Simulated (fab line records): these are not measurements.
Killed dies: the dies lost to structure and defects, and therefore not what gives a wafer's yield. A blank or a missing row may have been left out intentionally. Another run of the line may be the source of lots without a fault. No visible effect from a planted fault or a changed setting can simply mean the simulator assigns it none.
fab line records ; flow sky130
record: lots: 12; wafers: 35; last-day: 50
route steps=708 shown FIELD_ISO@14 NWELL@34 VT_ADJUST_HVTR@141 PAD_OPEN@708
lots with no fault: from the same line, run without faults
start-h: hours from the record's first day to the start of the lot's first wafer shown ; wait-h: hours since the lot's step before ; " as in the row above ; L1.1+2: several wafers, shown together as one row ; - no value present, or no start provided ; * or withheld: withheld ; < > ~ a bound
route shown NAME@n: NAME is a module with steps in the file, n the number in the route of the first one ; usual: mean/standard deviation taken from wafers without a fault ; same: alike in all rows ; chamber/n: place in a boat ; sites: readings site by site ; _std_site: the values' standard deviation ; _edge_site: the outer-site mean with the inner-site mean subtracted ; radius-mm: for every site, how far away it sits from the centre of the wafer ; mask NAME#n: copy n ; behind: the last tool/chamber to shape the wafer ; hold: the reason the lot was held/the length of the hold in hours/how it ended ; device: the n, p or np transistor that did not switch ; end of line: at the end of the route, the tests of the same wafers ; a step with no rows: only its recipe ; killed: count of dies lost to structure and defects at first sort (not the wafer's yield) ; map: shows each die of a wafer: x if killed, . if not, _ if none is there
set.NAME: the setting the step ran with; set.NAME@STEP: the setting that earlier step ran with ; model.NAME: the simulator's own value behind a step, which no gauge read
steps of the route over a sample of lots; a table a step, a row a wafer
services: from which hour (start-h, from the record's first day; less than 0 if before it) a tool's chamber was out of use, for how many hours, and why
== steps ==
step: SKY_FIELD_ISO_CD_MEAS_13
recipe: target-cd-nm: 150
usual: cd-nm: 149.8/1.4
lot.wafer;tool;chamber;start-h;wait-h;cd-nm
L616.2;cd-sem-01;-;29.84;-;152.0
L616.3;cd-sem-01;-;29.84;-;152.3
L616.4;cd-sem-01;-;29.84;-;151.5
L619.2;cd-sem-02;-;44.70;-;147.7
L619.3;cd-sem-02;-;44.70;-;149.2
L619.4;cd-sem-02;-;44.70;-;146.7
L621.3;cd-sem-01;-;54.31;-;149.8
L621.5;cd-sem-01;-;54.31;-;150.1
L621.6;cd-sem-01;-;54.31;-;150.1
L623.2;cd-sem-02;-;65.69;-;149.0
L623.3;cd-sem-02;-;65.69;-;149.0
L623.5;cd-sem-02;-;65.69;-;148.6
L624.1;cd-sem-01;-;70.36;-;148.6
L624.5;cd-sem-01;-;70.36;-;148.2
L624.6;cd-sem-01;-;70.36;-;148.7
L625.1;cd-sem-02;-;75.72;-;151.6
L625.3;cd-sem-02;-;75.72;-;150.8
L625.4;cd-sem-02;-;75.72;-;151.9
L628.4;cd-sem-02;-;91.89;-;150.1
L628.6;cd-sem-02;-;91.89;-;150.4
L630.1;cd-sem-01;-;105.67;-;151.4
L630.2;cd-sem-01;-;105.67;-;151.2
L630.4;cd-sem-01;-;105.67;-;151.8
L635.4;cd-sem-02;-;127.63;-;148.5
L635.5;cd-sem-02;-;127.63;-;149.2
L635.6;cd-sem-02;-;127.63;-;147.2
L637.1;cd-sem-02;-;136.67;-;147.8
L637.4;cd-sem-02;-;136.67;-;149.7
L637.6;cd-sem-02;-;136.67;-;149.6
L638.2;cd-sem-01;-;142.38;-;148.6
L638.4;cd-sem-01;-;142.38;-;147.2
L638.5;cd-sem-01;-;142.38;-;147.1
L639.1;cd-sem-02;-;148.13;-;148.6
L639.2;cd-sem-02;-;148.13;-;146.8
L639.3;cd-sem-02;-;148.13;-;148.0
step: SKY_FIELD_ISO_ETCH_15
recipe: chemistry: CHF3/O2; target-depth-nm: 180; stop-on: Si; source-w: 600; bias-w: 200; pressure-mtorr: 40; chf3-flow-sccm: 50; O2_flow_sccm: 5; time-s: 72
usual: drypump-motor-current-A: 5.6/0.32; oes-product-au: 0.942/0.0077; throttle-valve-pct: 8.842/0.0097
lot.wafer;tool;chamber;start-h;wait-h;drypump-motor-current-A;oes-product-au;rf-hours-counter-h;throttle-valve-pct
L616.2;rie-diel-03;2;29.98;0.0;5.7;0.958;5;8.829
L616.3;rie-diel-03;0;29.98;0.0;5.0;0.957;58;8.840
L616.4;rie-diel-03;3;29.98;0.0;5.4;0.954;14;8.851
L619.2;rie-diel-01;0;44.85;0.0;5.6;0.952;95;8.825
L619.3;rie-diel-01;1;44.85;0.0;5.7;0.940;2;8.838
L619.4;rie-diel-01;2;44.85;0.0;6.0;0.957;11;8.846
L621.3;rie-diel-02;2;54.43;0.0;6.0;0.930;100;8.862
L621.5;rie-diel-02;0;54.43;0.0;5.6;0.943;-;8.852
L621.6;rie-diel-02;1;54.43;0.0;5.3;0.935;-;8.856
L623.2;rie-diel-01;0;65.83;0.0;5.6;0.938;95;8.852
L623.3;rie-diel-01;2;65.83;0.0;6.0;0.941;11;8.848
L623.5;rie-diel-01;3;65.83;0.0;5.8;0.951;-;8.843
L624.1;rie-diel-03;2;70.52;0.0;5.7;0.948;5;8.853
L624.5;rie-diel-03;0;70.52;0.0;5.0;0.937;-;8.844
L624.6;rie-diel-03;3;70.52;0.0;5.4;0.943;-;8.853
L625.1;rie-diel-02;3;75.88;0.0;6.2;0.930;108;8.833
L625.3;rie-diel-02;1;75.88;0.0;5.3;0.925;62;8.849
L625.4;rie-diel-02;0;75.88;0.0;5.5;0.929;126;8.839
L628.4;rie-diel-03;3;91.99;0.0;5.4;0.938;15;8.857
L628.6;rie-diel-03;3;91.99;0.0;5.4;0.936;-;8.828
L630.1;rie-diel-02;0;105.83;0.0;5.5;0.887;127;8.814
L630.2;rie-diel-02;1;105.83;0.0;5.2;0.912;63;8.834
L630.4;rie-diel-02;2;105.83;0.0;6.0;0.891;101;8.828
L635.4;rie-diel-02;0;127.76;0.0;5.5;0.885;-;8.832
L635.5;rie-diel-02;1;127.76;0.0;5.4;0.909;-;8.825
L635.6;rie-diel-02;3;127.76;0.0;6.2;0.880;-;8.819
L637.1;rie-diel-01;2;136.83;0.0;6.0;0.935;12;8.836
L637.4;rie-diel-01;1;136.83;0.0;5.7;0.933;4;8.845
L637.6;rie-diel-01;0;136.83;0.0;5.6;0.931;-;8.848
L638.2;rie-diel-03;1;142.52;0.0;5.9;0.944;3;8.863
L638.4;rie-diel-03;0;142.52;0.0;5.1;0.942;60;8.846
L638.5;rie-diel-03;3;142.52;0.0;5.4;0.947;-;8.849
L639.1;rie-diel-03;3;148.29;0.0;5.4;0.943;16;8.824
L639.2;rie-diel-03;2;148.29;0.0;5.7;0.958;7;8.845
L639.3;rie-diel-03;0;148.29;0.0;5.1;0.944;60;8.845
step: SKY_FIELD_ISO_STRIP_16
recipe: chemistry: O2/N2; power-w: 1400; pressure-mtorr: 1500; platen-temp-c: withheld; o2-flow-sccm: 3000; n2-flow-sccm: 300; overash-fraction: 0.5
usual: drypump-motor-current-A: 5.73/0.25; n2-flow-sccm: 299.9/0.89; oes-product-au: 0.378/0.0049; strip-time-to-endpoint-s: 3.56/0.052
same: overash-fraction: 0.5
lot.wafer;tool;chamber;start-h;wait-h;drypump-motor-current-A;n2-flow-sccm;oes-product-au;rf-hours-counter-h;strip-time-to-endpoint-s
L616.2;plasma-asher-01;0;30.04;0.0;6.04;301.8;0.376;35;3.42
L616.3;plasma-asher-01;1;30.04;0.0;5.43;300.0;0.384;-;3.59
L616.4;plasma-asher-01;0;30.04;0.0;6.03;300.0;0.373;-;3.53
L619.2;plasma-asher-02;0;44.90;0.0;5.69;299.3;0.370;25;3.48
L619.3;plasma-asher-02;0;44.90;0.0;5.72;299.2;0.373;-;3.61
L619.4;plasma-asher-02;1;44.90;0.0;5.47;300.9;0.386;-;3.55
L621.3;plasma-asher-02;0;54.52;0.1;5.70;299.5;0.377;-;3.57
L621.5;plasma-asher-02;0;54.52;0.1;5.71;300.9;0.373;-;3.62
L621.6;plasma-asher-02;1;54.52;0.1;5.48;300.6;0.378;-;3.51
L623.2;plasma-asher-01;1;65.89;0.0;5.45;298.9;0.367;38;3.50
L623.3;plasma-asher-01;1;65.89;0.0;5.44;299.2;0.383;-;3.54
L623.5;plasma-asher-01;1;65.89;0.0;5.43;299.6;0.378;-;3.60
L624.1;plasma-asher-02;0;70.58;0.0;5.73;299.3;0.375;28;3.49
L624.5;plasma-asher-02;1;70.58;0.0;5.49;299.6;0.376;-;3.61
L624.6;plasma-asher-02;0;70.58;0.0;5.74;299.3;0.380;-;3.58
L625.1;plasma-asher-02;1;75.94;0.0;5.47;299.4;0.374;29;3.65
L625.3;plasma-asher-02;0;75.94;0.0;5.71;300.9;0.379;-;3.52
L625.4;plasma-asher-02;1;75.94;0.0;5.47;298.5;0.379;-;3.65
L628.4;plasma-asher-02;0;92.08;0.1;5.74;301.0;0.377;-;3.55
L628.6;plasma-asher-02;1;92.08;0.1;5.47;299.5;0.385;-;3.56
L630.1;plasma-asher-02;1;105.89;0.0;5.47;299.0;0.390;32;3.82
L630.2;plasma-asher-02;0;105.89;0.0;5.70;300.1;0.384;32;3.76
L630.4;plasma-asher-02;0;105.89;0.0;5.71;299.9;0.395;-;3.81
L635.4;plasma-asher-01;1;127.82;0.0;5.45;299.8;0.396;-;3.89
L635.5;plasma-asher-01;1;127.82;0.0;5.43;299.7;0.389;-;3.82
L635.6;plasma-asher-01;0;127.82;0.0;6.01;298.9;0.391;-;3.94
L637.1;plasma-asher-01;1;136.89;0.0;5.43;299.1;0.370;2;3.55
L637.4;plasma-asher-01;0;136.89;0.0;6.00;298.0;0.383;-;3.62
L637.6;plasma-asher-01;0;136.89;0.0;5.98;297.3;0.375;-;3.47
L638.2;plasma-asher-04;1;142.57;0.0;5.79;299.9;0.378;45;3.52
L638.4;plasma-asher-04;1;142.57;0.0;5.78;299.0;0.372;-;3.57
L638.5;plasma-asher-04;0;142.57;0.0;6.19;298.8;0.373;-;3.50
L639.1;plasma-asher-02;0;148.35;0.0;5.72;299.9;0.368;36;3.57
L639.2;plasma-asher-02;1;148.35;0.0;5.46;299.5;0.372;36;3.48
L639.3;plasma-asher-02;0;148.35;0.0;5.73;299.7;0.374;-;3.57
step: SKY_NWELL_THK_MEAS_02
recipe: reads: SiO2_of_NWELL_OXIDATION_01
usual: NWELL_OXIDATION_THK: 10.04/0.18
lot.wafer;tool;chamber;start-h;wait-h;NWELL_OXIDATION_THK[nm]
L616.2;film-metro-01;-;38.70;0.0;10.08
L616.3;film-metro-01;-;38.70;0.0;10.20
L616.4;film-metro-01;-;38.70;0.0;10.35
L619.2;film-metro-02;-;50.86;0.0;10.17
L619.3;film-metro-02;-;50.86;0.0;10.29
L619.4;film-metro-02;-;50.86;0.0;9.80
L621.3;film-metro-02;-;61.38;0.0;9.90
L621.5;film-metro-02;-;61.38;0.0;10.06
L621.6;film-metro-02;-;61.38;0.0;9.84
L623.2;film-metro-04;-;72.22;0.0;10.14
L623.3;film-metro-04;-;72.22;0.0;10.00
L623.5;film-metro-04;-;72.22;0.0;9.92
L624.1;film-metro-01;-;80.76;0.0;10.18
L624.5;film-metro-01;-;80.76;0.0;10.15
L624.6;film-metro-01;-;80.76;0.0;10.35
L625.1;film-metro-02;-;93.05;0.0;10.26
L625.3;film-metro-02;-;93.05;0.0;10.02
L625.4;film-metro-02;-;93.05;0.0;10.05
L628.4;film-metro-01;-;107.85;0.0;9.94
L628.6;film-metro-01;-;107.85;0.0;10.08
L630.2;film-metro-04;-;113.98;0.0;10.08
L637.1;film-metro-01;-;144.79;0.0;10.24
L637.4;film-metro-01;-;144.79;0.0;9.97
L637.6;film-metro-01;-;144.79;0.0;9.96
L638.2;film-metro-04;-;150.01;0.0;9.64
L638.4;film-metro-04;-;150.01;0.0;9.63
L638.5;film-metro-04;-;150.01;0.0;9.82
L639.1;film-metro-02;-;155.94;0.0;10.32
L639.2;film-metro-02;-;155.94;0.0;10.19
L639.3;film-metro-02;-;155.94;0.0;10.21
step: SKY_VT_ADJUST_HVTR_STRIP_10
recipe: chemistry: O2/N2; power-w: 1400; pressure-mtorr: 1500; platen-temp-c: withheld; o2-flow-sccm: 3000; n2-flow-sccm: 300; overash-fraction: 0.5
usual: drypump-motor-current-A: 5.7/0.32; n2-flow-sccm: 299.7/0.98; oes-product-au: 0.716/0.0044; strip-time-to-endpoint-s: 14.20/0.041
same: overash-fraction: 0.5
lot.wafer;tool;chamber;start-h;wait-h;drypump-motor-current-A;n2-flow-sccm;oes-product-au;rf-hours-counter-h;strip-time-to-endpoint-s
L616.2;plasma-asher-03;1;202.66;0.1;5.1;301.1;0.716;50;14.17
L616.3;plasma-asher-03;1;202.66;0.1;5.1;299.7;0.708;-;14.21
L616.4;plasma-asher-03;0;202.66;0.1;5.6;298.9;0.718;-;14.17
L619.2;plasma-asher-04;1;218.37;0.1;5.8;298.9;0.725;53;14.16
L619.3;plasma-asher-04;0;218.37;0.1;6.2;300.4;0.720;-;14.20
L619.4;plasma-asher-04;1;218.37;0.1;5.8;298.7;0.716;-;14.22
L621.3;plasma-asher-03;0;232.46;0.1;5.6;298.7;0.710;-;14.18
L621.5;plasma-asher-03;0;232.46;0.1;5.6;297.7;0.718;-;14.20
L621.6;plasma-asher-03;1;232.46;0.1;5.2;299.1;0.712;-;14.20
L623.2;plasma-asher-02;0;245.05;0.1;5.7;299.2;0.710;46;14.17
L623.3;plasma-asher-02;1;245.05;0.1;5.5;300.8;0.714;-;14.19
L623.5;plasma-asher-02;0;245.05;0.1;5.8;299.8;0.715;-;14.18
L624.1;plasma-asher-03;1;262.11;0.1;5.1;298.6;0.721;56;14.17
L624.5;plasma-asher-03;0;262.11;0.1;5.7;299.8;0.721;-;14.13
L624.6;plasma-asher-03;1;262.11;0.1;5.2;299.3;0.717;-;14.13
L625.1;plasma-asher-02;0;278.05;0.1;5.7;299.9;0.706;49;14.18
L625.3;plasma-asher-02;1;278.05;0.1;5.5;300.1;0.716;-;14.20
L625.4;plasma-asher-02;0;278.05;0.1;5.7;300.0;0.725;-;14.15
L628.4;plasma-asher-02;1;303.11;0.1;5.5;300.3;0.714;-;14.19
L628.6;plasma-asher-02;1;303.11;0.1;5.5;299.9;0.712;-;14.19
L630.2;plasma-asher-03;1;312.66;0.1;5.1;299.9;0.723;61;14.17
L637.1;plasma-asher-02;1;355.06;0.1;5.5;300.0;0.717;57;14.23
L637.4;plasma-asher-02;1;355.06;0.1;5.5;301.3;0.708;-;14.29
L637.6;plasma-asher-02;0;355.06;0.1;5.7;298.2;0.712;-;14.23
L638.2;plasma-asher-04;1;360.45;0.1;5.8;301.3;0.719;67;14.25
L638.4;plasma-asher-04;0;360.45;0.1;6.2;300.2;0.714;-;14.26
L638.5;plasma-asher-04;0;360.45;0.1;6.2;299.4;0.714;-;14.24
L639.1;plasma-asher-04;1;373.62;0.1;5.8;301.3;0.726;68;14.16
L639.2;plasma-asher-04;0;373.62;0.1;6.2;299.9;0.713;68;14.19
L639.3;plasma-asher-04;0;373.62;0.1;6.2;298.9;0.708;-;14.20
step: SKY_PAD_OPEN_PROBE_99
usual: killed_at_M0_to_M3: 42/7.1; killed_at_M4_up: 3.0/1.7; killed-at-contacts: 25/5; killed-at-front-end: 16/4.4; killed-at-other: 0.5/1.4; killed-dies: 87/9.2; killed-on-rim: 18/4.3; killed-open: 47/6.2; killed-short: 39/6.6
same: gross-dies: 492; killed-at-back-side: 0
lot.wafer;tool;chamber;start-h;wait-h;killed_at_M0_to_M3;killed_at_M4_up;killed-at-contacts;killed-at-front-end;killed-at-other;killed-dies;killed-on-rim;killed-open;killed-short
L619.2;prober-02;-;1086.67;0.1;34;5;29;13;1;82;18;43;38
L619.4;prober-02;-;1086.77;0.2;39;1;27;19;0;86;21;52;33
L621.3;prober-02;-;1103.05;0.2;42;0;23;17;0;82;18;45;36
L621.5;prober-02;-;1103.15;0.2;49;3;21;15;1;89;22;46;43
L621.6;prober-02;-;1103.20;0.2;49;4;28;18;0;99;14;47;52
L624.1;prober-01;-;1121.09;0.1;35;4;27;18;0;84;21;39;45
L624.5;prober-01;-;1121.29;0.2;30;4;25;18;0;77;11;36;41
L624.6;prober-01;-;1121.34;0.2;46;5;18;21;0;90;16;46;42
L625.1;prober-02;-;1136.30;0.1;51;1;24;9;3;88;16;49;37
L625.3;prober-02;-;1136.40;0.2;60;1;27;13;1;102;23;62;39
L625.4;prober-02;-;1136.45;0.2;51;1;29;15;0;96;24;50;46
L628.4;prober-02;-;1154.22;0.2;33;1;31;12;0;77;15;50;26
L628.6;prober-02;-;1154.32;0.2;46;3;33;17;0;99;21;54;45
L630.1;prober-01;-;1158.49;0.1;52;3;22;391;0;468;91;48;38
L630.2;prober-01;-;1158.54;0.1;35;3;15;92;1;146;14;28;36
L630.4;prober-01;-;1158.64;0.2;35;1;24;416;0;476;96;49;30
L635.4;prober-01;-;1177.58;0.2;37;3;24;427;1;492;96;50;36
L635.5;prober-01;-;1177.63;0.2;32;4;25;382;0;443;69;50;28
L635.6;prober-01;-;1177.68;0.2;47;4;21;420;0;492;96;55;36
killed by level:class
L619.2 CONTACT:geometric-particle:open=10 CONTACT:geometric-particle:short=6 LI_CONTACT:geometric-particle:open=6 VIA2:geometric-particle:open=6 METAL2:geometric-particle:short=5 METAL1:geometric-particle:short=4 METAL2:geometric-particle:open=4 VIA3:geometric-particle:open=4
L619.4 VIA1:geometric-particle:open=11 CONTACT:geometric-particle:open=11 FIELD_ISO:geometric-particle:short=7 LI_CONTACT:geometric-particle:open=6 VIA2:geometric-particle:open=6 FIELD_ISO:geometric-particle:open=5 LOCAL_INTERCONNECT:geometric-particle:short=5 METAL1:geometric-particle:short=5
L621.3 CONTACT:geometric-particle:open=9 VIA1:geometric-particle:open=9 METAL2:geometric-particle:short=7 POLY_GATE:geometric-particle:short=6 LI_CONTACT:geometric-particle:open=6 METAL1:geometric-particle:short=6 VIA2:geometric-particle:open=5 FIELD_ISO:geometric-particle:open=4
L621.5 VIA3:geometric-particle:open=12 VIA1:geometric-particle:open=8 LI_CONTACT:geometric-particle:short=7 CONTACT:geometric-particle:open=7 METAL2:geometric-particle:short=7 METAL1:geometric-particle:short=6 FIELD_ISO:geometric-particle:open=4 POLY_GATE:geometric-particle:open=4
L621.6 METAL1:geometric-particle:short=12 LI_CONTACT:geometric-particle:open=12 VIA1:geometric-particle:open=9 FIELD_ISO:geometric-particle:short=8 VIA3:geometric-particle:open=7 CONTACT:geometric-particle:open=6 VIA2:geometric-particle:open=6 LOCAL_INTERCONNECT:geometric-particle:short=5
L624.1 CONTACT:geometric-particle:open=10 METAL2:geometric-particle:short=8 FIELD_ISO:geometric-particle:short=6 CONTACT:geometric-particle:short=6 LI_CONTACT:geometric-particle:open=5 METAL1:geometric-particle:short=5 VIA1:geometric-particle:open=5 FIELD_ISO:geometric-particle:open=4
L624.5 CONTACT:geometric-particle:open=8 VIA1:geometric-particle:short=7 FIELD_ISO:geometric-particle:short=6 LI_CONTACT:geometric-particle:open=6 VIA1:geometric-particle:open=5 LOCAL_INTERCONNECT:geometric-particle:short=5 CONTACT:geometric-particle:short=5 METAL1:geometric-particle:short=4
L624.6 VIA1:geometric-particle:open=10 CONTACT:geometric-particle:open=8 METAL2:geometric-particle:short=7 VIA2:geometric-particle:open=7 POLY_GATE:geometric-particle:short=5 VIA3:geometric-particle:open=5 VIA2:geometric-particle:short=5 POLY_GATE:geometric-particle:open=4
L625.1 CONTACT:geometric-particle:open=13 METAL1:geometric-particle:short=10 VIA1:geometric-particle:open=10 VIA2:geometric-particle:open=7 VIA3:geometric-particle:open=7 LI_CONTACT:geometric-particle:open=4 VIA2:geometric-particle:short=4 VIA3:geometric-particle:short=4
L625.3 CONTACT:geometric-particle:open=12 VIA1:geometric-particle:open=12 VIA3:geometric-particle:open=11 VIA2:geometric-particle:open=10 POLY_GATE:geometric-particle:short=5 LI_CONTACT:geometric-particle:open=5 METAL1:geometric-particle:short=5 METAL2:geometric-particle:short=5
L625.4 CONTACT:geometric-particle:open=14 METAL1:geometric-particle:short=9 LI_CONTACT:geometric-particle:open=8 METAL2:geometric-particle:short=8 VIA3:geometric-particle:open=7 VIA2:geometric-particle:open=6 FIELD_ISO:geometric-particle:short=5 VIA1:geometric-particle:short=5
L628.4 CONTACT:geometric-particle:open=12 LI_CONTACT:geometric-particle:open=9 VIA1:geometric-particle:open=8 VIA3:geometric-particle:open=8 VIA2:geometric-particle:open=7 CONTACT:geometric-particle:short=6 METAL2:geometric-particle:short=5 FIELD_ISO:geometric-particle:short=3
L628.6 CONTACT:geometric-particle:open=14 VIA1:geometric-particle:open=10 LI_CONTACT:geometric-particle:open=8 METAL2:geometric-particle:short=8 VIA1:geometric-particle:short=7 FIELD_ISO:geometric-particle:open=5 METAL1:geometric-particle:short=5 VIA2:geometric-particle:open=5
L630.1 FIELD_ISO:area-etch=382 VIA1:geometric-particle:open=13 LI_CONTACT:geometric-particle:open=9 VIA3:geometric-particle:open=6 VIA3:geometric-particle:short=6 CONTACT:geometric-particle:open=5 VIA2:geometric-particle:open=5 VIA1:geometric-particle:short=5
L630.2 FIELD_ISO:area-etch=82 VIA1:geometric-particle:open=7 VIA3:geometric-particle:open=6 CONTACT:geometric-particle:open=5 VIA1:geometric-particle:short=5 METAL2:geometric-particle:short=5 LOCAL_INTERCONNECT:geometric-particle:short=4 VIA3:geometric-particle:short=4
L630.4 FIELD_ISO:area-etch=396 CONTACT:geometric-particle:open=10 VIA2:geometric-particle:open=9 VIA1:geometric-particle:open=8 FIELD_ISO:geometric-particle:open=4 POLY_GATE:geometric-particle:open=4 LI_CONTACT:geometric-particle:short=4 CONTACT:geometric-particle:short=4
L635.4 FIELD_ISO:area-etch=406 LI_CONTACT:geometric-particle:open=11 POLY_GATE:geometric-particle:open=8 VIA1:geometric-particle:open=7 VIA2:geometric-particle:open=6 VIA1:geometric-particle:short=5 FIELD_ISO:geometric-particle:open=4 CONTACT:geometric-particle:open=4
L635.5 FIELD_ISO:area-etch=365 VIA1:geometric-particle:open=13 CONTACT:geometric-particle:open=9 LI_CONTACT:geometric-particle:open=8 FIELD_ISO:geometric-particle:open=5 POLY_GATE:geometric-particle:short=5 METAL1:geometric-particle:short=5 VIA2:geometric-particle:open=5
L635.6 FIELD_ISO:area-etch=401 VIA1:geometric-particle:open=11 CONTACT:geometric-particle:short=8 FIELD_ISO:geometric-particle:open=7 VIA2:geometric-particle:open=7 LI_CONTACT:geometric-particle:open=7 VIA3:geometric-particle:open=6 CONTACT:geometric-particle:open=5
== services ==
tool;chamber;start-h;hours;kind
plasma-asher-01;-;66.94;3.0;repair
rie-diel-01;1;69.32;8.9;repair
plasma-asher-04;-;71.70;10.0;repair
rie-diel-03;3;81.17;9.3;repair
plasma-asher-01;-;108.75;9.0;pm
rie-diel-02;2;126.26;9.9;repair
rie-diel-01;3;126.37;3.7;repair
rie-diel-02;1;155.44;3.0;repair
rie-diel-03;-;192.36;0.6;repair
rie-diel-03;-;201.82;0.7;repair
rie-diel-02;2;237.24;8.5;repair
rie-diel-01;1;237.70;8.6;repair
plasma-asher-03;-;247.96;0.6;repair
plasma-asher-04;-;264.37;1.5;repair
rie-diel-03;3;265.95;17.9;repair
plasma-asher-02;-;270.84;2.8;pm
rie-diel-02;0;288.99;5.3;repair
rie-diel-03;1;290.62;3.8;repair
rie-diel-03;1;314.45;4.1;repair
rie-diel-02;2;315.40;1.7;repair
rie-diel-03;-;321.68;0.5;repair
rie-diel-03;3;334.44;3.3;repair
rie-diel-03;1;338.42;11.7;repair
plasma-asher-01;-;366.33;2.8;pm
== key ==
first-sign: step: SKY_FIELD_ISO_ETCH_15; reading: oes-product-au; direction: down; sigmas: 6.2; usual: 0.942; struck: 0.894
effect: step: SKY_FIELD_ISO_ETCH_15; reading: throttle-valve-pct; direction: down; sigmas: 1.7; usual: 8.842; struck: 8.825; wafers-moved: 2
effect: step: SKY_FIELD_ISO_STRIP_16; reading: strip-time-to-endpoint-s; direction: up; sigmas: 5.4; usual: *; struck: *
effect: step: SKY_PAD_OPEN_PROBE_99; reading: killed-at-front-end; direction: up; sigmas: 78; usual: 16; struck: 355
more-kills-born-at: SKY_FIELD_ISO_ETCH_15@rie-diel-02: 2032
met-at SKY_FIELD_ISO_ETCH_15
struck-lots L630,L635
later-rows-left-out L630.1,L630.4,L635.4,L635.5,L635.6
tester-left-out L630,L635
not-acting-at SKY_FIELD_ISO_CD_MEAS_13,SKY_NWELL_THK_MEAS_02,SKY_VT_ADJUST_HVTR_STRIP_10
onset-between 75.88 105.83
fault: kind: process-parameter-drift; tool: rie-diel-02; chamber: -; onset-h: 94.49; steps: SKY_FIELD_ISO_ETCH_15; channel: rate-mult; offset: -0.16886; shape: step; end-h: 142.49
tester-left-out: of these lots the tester's yield and bins aren't shown, on N5 and GAA mostly nor the transistor test; their killed dies are dies lost to structure and defects alone, not to doping, threshold or leakage, so they don't give the yield
later-rows-left-out: the simulator's readings of these wafers behind a module that went badly wrong aren't trusted and aren't shown, but for the sort
